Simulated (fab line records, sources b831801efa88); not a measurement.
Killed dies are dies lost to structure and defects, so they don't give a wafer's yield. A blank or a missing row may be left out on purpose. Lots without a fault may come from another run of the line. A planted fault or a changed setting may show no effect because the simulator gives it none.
Split-lot experiment | flow gf180mcu | 5 lots, 23 wafers read, on a route of 602 steps

THE SPLIT
At GF_VT_IMPLANT_COAT_13 (resist thk 1000 nm), the setting resist_thk_nm was moved away from the recipe's 1000 nm on 10 of the 23 wafers read, by -3.9% to +3.5%. The other wafers ran this setting at the recipe's value.

The reading is taken at the split's own step.

THE READING
NOVOLAK_of_VT_IMPLANT_COAT_13.thk_nm (the simulator's own value, which no gauge read), in nm, at GF_VT_IMPLANT_COAT_13 (resist thk 1000 nm). The file gives no usual value for it. The 13 wafers here that ran the recipe average 999.2 nm, standard deviation 2.9 nm.

wafer  | tool, chamber at the split | resist_thk_nm as run, nm | against the recipe | NOVOLAK_of_VT_IMPLANT_COAT_13.thk_nm, nm | against lot-mates on the recipe
L074.1 | litho_track-01, 0          | 1000                     | recipe             | 994.8                                    | -
L074.2 | litho_track-01, 0          | 1035                     | +3.5%              | 1033                                     | +37.8
L074.4 | litho_track-01, 0          | 1000                     | recipe             | 995.6                                    | -
L074.5 | litho_track-01, 0          | 1035                     | +3.5%              | 1030                                     | +34.8
L074.6 | litho_track-01, 0          | 1035                     | +3.5%              | 1031                                     | +35.8
L075.1 | litho_track-02, 0          | 1000                     | recipe             | 997.4                                    | -
L075.3 | litho_track-02, 0          | 1000                     | recipe             | 1002                                     | -
L075.4 | litho_track-02, 0          | 977.7                    | -2.2%              | 978.6                                    | -22.5
L075.5 | litho_track-02, 0          | 1000                     | recipe             | 1004                                     | -
L075.6 | litho_track-02, 0          | 977.7                    | -2.2%              | 979.3                                    | -21.8
L082.1 | litho_track-04, 0          | 960.6                    | -3.9%              | 963.1                                    | -38.9
L082.2 | litho_track-04, 0          | 1000                     | recipe             | 1003                                     | -
L082.3 | litho_track-04, 0          | 1000                     | recipe             | 1003                                     | -
L082.5 | litho_track-04, 0          | 960.6                    | -3.9%              | 965                                      | -37.0
L082.6 | litho_track-04, 0          | 1000                     | recipe             | 1000                                     | -
L083.2 | litho_track-01, 0          | 1032                     | +3.2%              | 1028                                     | +29.2
L083.3 | litho_track-01, 0          | 1032                     | +3.2%              | 1028                                     | +29.2
L083.4 | litho_track-01, 0          | 1000                     | recipe             | 997.5                                    | -
L083.5 | litho_track-01, 0          | 1000                     | recipe             | 1000                                     | -
L083.6 | litho_track-01, 0          | 1032                     | +3.2%              | 1026                                     | +27.2
L084.1 | litho_track-02, 0          | 1000                     | recipe             | 997.3                                    | -
L084.2 | litho_track-02, 0          | 1000                     | recipe             | 997.4                                    | -
L084.4 | litho_track-02, 0          | 1000                     | recipe             | 997.2                                    | -

THE FIT
A straight line over all 23 wafers: NOVOLAK_of_VT_IMPLANT_COAT_13.thk_nm changes by +8.99 nm for each +1% of resist_thk_nm; r = +0.99; the points scatter about the line by 2.4 nm.
The same after taking each lot's own level away (the mean of its wafers on the recipe; 23 wafers): +9.7 nm for each +1%; r = +1.00; scatter 1.9 nm.
On that fit, the largest move of resist_thk_nm shifts the reading by 38 nm.
The lots' own levels span 995.20 to 1002.00 nm, that is 2.3 times the standard deviation above.
So the lot-to-lot level changes the slope little: the two slopes agree.
Check: with one of the wafers moved furthest among these (-3.9%) left out of the fit, the line predicts -38.1 nm for it against its lot-mates. It came out at -38.9 nm against them.

OTHER SPLITS ON THESE WAFERS
These wafers also went through other splits before the reading. Each is held against what the fit with the lots' levels taken away leaves over:
other split on the same wafers      | wafers away from the commonest value | r with NOVOLAK_of_VT_IMPLANT_COAT_13.thk_nm (lot level and that fit taken away)
GF_STI_CVD_03 pressure_mtorr        | 18                                   | -0.06
GF_STI_ETCH_14 time_s               | 8                                    | -0.12
GF_STI_CVD_23 sih4_flow_sccm        | 9                                    | +0.03
GF_STI_OXIDATION_29 temp_c          | 18                                   | +0.33
GF_MVSD_STRIP_10 power_w            | 10                                   | +0.21
GF_VT_IMPLANT_IMPLANT_08 energy_kev | 7                                    | +0.19

THE WHOLE CHAIN: every reading that the file lists as answering this split, in the file's order
step                   | what it does       | reading                                                                               | change (the file's fit)              | r (the file's)
GF_VT_IMPLANT_COAT_13  | resist thk 1000 nm | NOVOLAK_of_VT_IMPLANT_COAT_13.thk_nm (the simulator's own value, which no gauge read) | +9.72 nm for each +1% of the setting | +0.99
GF_VT_IMPLANT_STRIP_20 | strips in O2/N2    | strip_time_to_endpoint_s                                                              | withheld for each +1% of the setting | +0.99

THE FILE'S OWN FIT
NOVOLAK_of_VT_IMPLANT_COAT_13.thk_nm changes by +9.72 nm for each +1% of resist_thk_nm, r = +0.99.
